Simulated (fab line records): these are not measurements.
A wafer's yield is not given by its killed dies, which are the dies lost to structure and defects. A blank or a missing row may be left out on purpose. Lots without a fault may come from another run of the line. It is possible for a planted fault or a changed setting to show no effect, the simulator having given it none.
A lot that was struck, set against a sound lot + flow sky130 + 17 steps out of a route of 708
Sound: wafers L422.1, L422.3, L422.6. Struck: wafers L413.3, L413.4, L413.6. The cause is given at the end.
Per side, at each step with rows, come the tool, then ch with its chambers, and then its first start. Under that, the readings that differ: sound wafers + struck wafers + difference of the means + sigmas: that difference in standard deviations of wafers without a fault.
alike: readings whose means differ by less than 2 such deviations, and words and numbers that are the same on both sides. not compared: withheld readings, readings that some wafer has no value for, bounds like >300 that may hide the same value, and numbers for which the record gives no deviation and whose values overlap.
A row with sigmas, a row that says differs or no value, or rows on one side alone: a step with any of these is where the two part. Non-overlapping numbers with no deviation appear without sigmas and do not part them. A reading missing from all wafers of one side parts the sides only when that side holds two or more wafers.

SKY_FIELD_ISO_THK_MEAS_02:
  sound on film metro-03 at day 5 01:20; struck on film metro-04 at day 3 03:39
  alike: FIELD_ISO_OXIDATION_00_THK
then, 1 step without rows for these wafers: SKY_FIELD_ISO_CVD_03 (deposits Si3N4 from DCS/NH3, target thk 165 nm, time 2830 s).
SKY_FIELD_ISO_THK_MEAS_04:
  sound on film metro-01 at day 5 03:11; struck on film metro-04 at day 3 05:30
| reading                   | sound             | struck            | difference | sigmas |
|---------------------------|-------------------|-------------------|------------|--------|
| FIELD_ISO_CVD_03_THK (nm) | 167.9 167.2 167.5 | 164.6 164.0 165.7 | -2.8       | -2     |
then, 8 steps without rows for these wafers: SKY_FIELD_ISO_DEHYDRATE_05 (time 60 s); SKY_FIELD_ISO_HMDS_06 (prime time 60 s); SKY_FIELD_ISO_COAT_07 (resist thk 60 nm); SKY_FIELD_ISO_COAT_08 (resist thk 450 nm); SKY_FIELD_ISO_SOFTBAKE_09 (time 90 s); SKY_FIELD_ISO_EXPOSE_10 (exposes mask FOM, target cd 150 nm); SKY_FIELD_ISO_PEB_11; SKY_FIELD_ISO_DEVELOP_12 (develop time 60 s).
SKY_FIELD_ISO_CD_MEAS_13: the cd target is 150 nm.
  sound on cd sem-01 at day 5 21:16; struck on cd sem-01 at day 3 21:45
  alike: cd nm
SKY_FIELD_ISO_ETCH_14: etches BARC in N2/H2, stops on SiO2, time 45.9 s, target depth 60 nm.
  sound on rie diel-03 ch 0,1, day 5 21:23; struck on rie diel-03 ch 0,3, day 3 21:51
  no value came back on the struck wafers for any of 5 readings (bias w (W), chamber pressure mTorr (mTorr) and others); on the sound wafers bias w (W) reads 99.94 99.90 99.73
| reading                                          | sound             | struck            | difference | sigmas |
|--------------------------------------------------|-------------------|-------------------|------------|--------|
| model.KrF-thick_of_FIELD_ISO_COAT_08.thk nm (nm) | 393.9 390.9 392.9 | 435.7 436.1 436.8 | +43.6      |        |
  not compared: rf hours counter h
SKY_FIELD_ISO_ETCH_15: etches the open film in CHF3/O2, stops on Si, target depth 180 nm, time 72 s.
  sound on rie diel-03 ch 0,1, day 5 21:25; struck on rie diel-03 ch 0,3, day 3 21:55
| reading                                          | sound             | struck            | difference | sigmas |
|--------------------------------------------------|-------------------|-------------------|------------|--------|
| oes product au (a.u.)                            | 0.952 0.953 0.954 | 0.373 0.369 0.370 | -0.582     | -95    |
| throttle valve pct (%)                           | 8.838 8.838 8.849 | 8.690 8.679 8.672 | -0.161     | -17    |
| model.KrF-thick_of_FIELD_ISO_COAT_08.thk nm (nm) | 240 234.2 237.2   | 275.3 279.8 277.2 | +40.3      |        |
  alike: O2_flow_sccm, bias w, drypump motor current A
  not compared: rf hours counter h
SKY_FIELD_ISO_STRIP_16: strips in O2/N2.
  sound on plasma asher-04 ch 0, day 5 21:29; struck on plasma asher-04 ch 0,1, day 3 22:01
| reading                      | sound             | struck            | difference | sigmas |
|------------------------------|-------------------|-------------------|------------|--------|
| oes product au (a.u.)        | 0.378 0.377 0.381 | 0.392 0.394 0.403 | +0.018     | +4     |
| strip time to endpoint s (s) | 3.58 3.52 3.56    | 3.97 4.01 3.98    | +0.43      | +12    |
  alike: drypump motor current A
  not compared: rf hours counter h
SKY_FIELD_ISO_ETCH_17: etches Si in HBr/Cl2/O2, target depth 342 nm, time 97.7 s.
  sound on rie si-01 ch 1,3, day 5 21:35; struck on rie si-02 ch 1,2, day 3 22:05
  alike: HBr_flow_sccm, O2_flow_sccm, drypump motor current A, oes product au, throttle valve pct
  not compared: rf hours counter h
-- here the record skips 44 days between the struck wafers' starts before and after, leaving off in module FIELD_ISO and picking up in module PAD_OPEN (first step shown: number 708 of the route) --
SKY_PAD_OPEN_PROBE_99:
  only the struck wafers here have rows in the record (prober-01, day 47 17:17); the sound ones have none

WHERE THEY PART
Last at SKY_PAD_OPEN_PROBE_99 as far as this record goes, first at SKY_FIELD_ISO_THK_MEAS_04.

WHY: what had been put in by the simulator
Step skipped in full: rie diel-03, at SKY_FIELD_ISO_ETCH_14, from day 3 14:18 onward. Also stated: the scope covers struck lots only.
